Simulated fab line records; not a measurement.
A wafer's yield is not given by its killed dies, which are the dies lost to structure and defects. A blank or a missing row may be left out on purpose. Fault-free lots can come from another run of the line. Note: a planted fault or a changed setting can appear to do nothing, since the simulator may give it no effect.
A lot that was struck, set against a sound lot	flow gf180mcu	15 steps out of a route of 602
Sound: wafers L239.1, L239.2, L239.6. Struck: wafer L248.5. (L248.1, L248.6 of the same lot were not struck and are left out.) The cause comes at the end.
Order at every step that has rows: each side's tool, ch and its chambers, its first start. Under that, the readings that differ: sound wafers	struck wafers	difference of the means	sigmas: that difference in standard deviations of wafers without a fault.
alike: readings with means less than 2 such deviations apart, plus words and numbers identical on both sides. not compared: withheld readings, readings lacking a value on some wafer, bounds such as >300 that could conceal the same value, and numbers that have no deviation in the record and whose values overlap.
Wherever a step has rows on one side only, a row that says differs or no value, or a row with sigmas, the two part there. Numbers that have no deviation but don't overlap get no sigmas and don't part them. Lack of a reading on every wafer of one side parts them only where that side has two or more wafers.

GF_HV_LDD_CD_MEAS_46: the cd target is 400 nm.
  sound: cd-sem-02 at day 15 06:49; struck: cd-sem-02 at day 18 01:40
  alike: cd-nm
GF_HV_LDD_OVL_MEAS_47:
  sound: overlay-01 at day 15 06:56; struck: overlay-01 at day 18 01:47
reading	sound	struck	difference	sigmas
HV_LDD_03_OVL (nm)	0.1 1.0 2.3	4.1	+3.0	+2
next, for these wafers, 1 step has no rows: GF_HV_LDD_IMPLANT_48.
GF_HV_LDD_STRIP_49: strips in O2/N2.
  sound on plasma-asher-04 ch 0,1, day 15 07:07; struck on plasma-asher-01 ch 1, day 18 01:58
  alike: drypump-motor-current-A, heater-power-w, oes-product-au, platen-temp-c, strip-time-to-endpoint-s
  not compared: rf-hours-counter-h
GF_HV_LDD_TW_MEAS_50:
  sound: film-metro-01 at day 15 07:13; struck: film-metro-03 at day 18 02:04
  alike: HV_LDD_4_TW
then, 1 step without rows for these wafers: GF_HV_LDD_CLEAN_51 (cleans in SC1/SC2, time 150 s).
GF_HV_LDD_RTA_52: time 10 s.
  sound on rtp-anneal-02 ch 0, day 15 07:20; struck on rtp-anneal-01 ch 0, day 18 02:11
  alike: lamp-power-pct, wafer_temp_C_max
GF_HV_LDD_RS_MEAS_53: uses a four-point probe to measure.
  sound: film-metro-04 at day 15 07:24; struck: film-metro-01 at day 18 02:19
  alike: HV_LDD_RS
then, 1 step without rows for these wafers: GF_HV_LDD_CVD_54 (deposits SiO2 from TEOS, target thk 10 nm, time 75 s).
GF_HV_LDD_THK_MEAS_55:
  sound: film-metro-01 at day 15 08:32; struck: film-metro-03 at day 18 03:27
  alike: HV_LDD_CVD_54_THK
then, 1 step without rows for these wafers: GF_HV_LDD_CVD_56 (deposits Si3N4 from DCS/NH3, target thk 90 nm, time 1543 s).
GF_HV_LDD_THK_MEAS_57:
  sound: film-metro-01 at day 15 10:02; struck: film-metro-01 at day 18 04:56
  alike: HV_LDD_CVD_56_THK
GF_HV_LDD_ETCHBACK_58: etches Si3N4 in CH3F/O2, stops on SiO2, time 100 s, target depth 90 nm.
  sound on rie-diel-01 ch 0,1,3, day 15 10:05; struck on rie-diel-01 ch 0, day 18 05:00
reading	sound	struck	difference	sigmas
bias-w (W)	79.89 80.03 79.66	62.27	-17.59	-73
oes-product-au (a.u.)	0.848 0.849 0.845	0.832	-0.015	-2
  alike: ch3f-flow-sccm, drypump-motor-current-A, throttle-valve-pct
  not compared: rf-hours-counter-h
then, 1 step without rows for these wafers: GF_NSD_DEHYDRATE_00 (time 60 s).
-- the record jumps here: 16 days lie between the struck wafers' starts before and after (it left off in module NSD and takes up again in module PASSIVATION, whose first step shown is number 602 of the route) --
GF_PASSIVATION_PROBE_99:
  rows exist in the record for the struck wafers here (prober-01, day 33 18:29), but not for the sound ones

## WHERE THEY PART
First at GF_HV_LDD_OVL_MEAS_47; last, within this record, at GF_PASSIVATION_PROBE_99.

WHY: the cause the simulator had injected
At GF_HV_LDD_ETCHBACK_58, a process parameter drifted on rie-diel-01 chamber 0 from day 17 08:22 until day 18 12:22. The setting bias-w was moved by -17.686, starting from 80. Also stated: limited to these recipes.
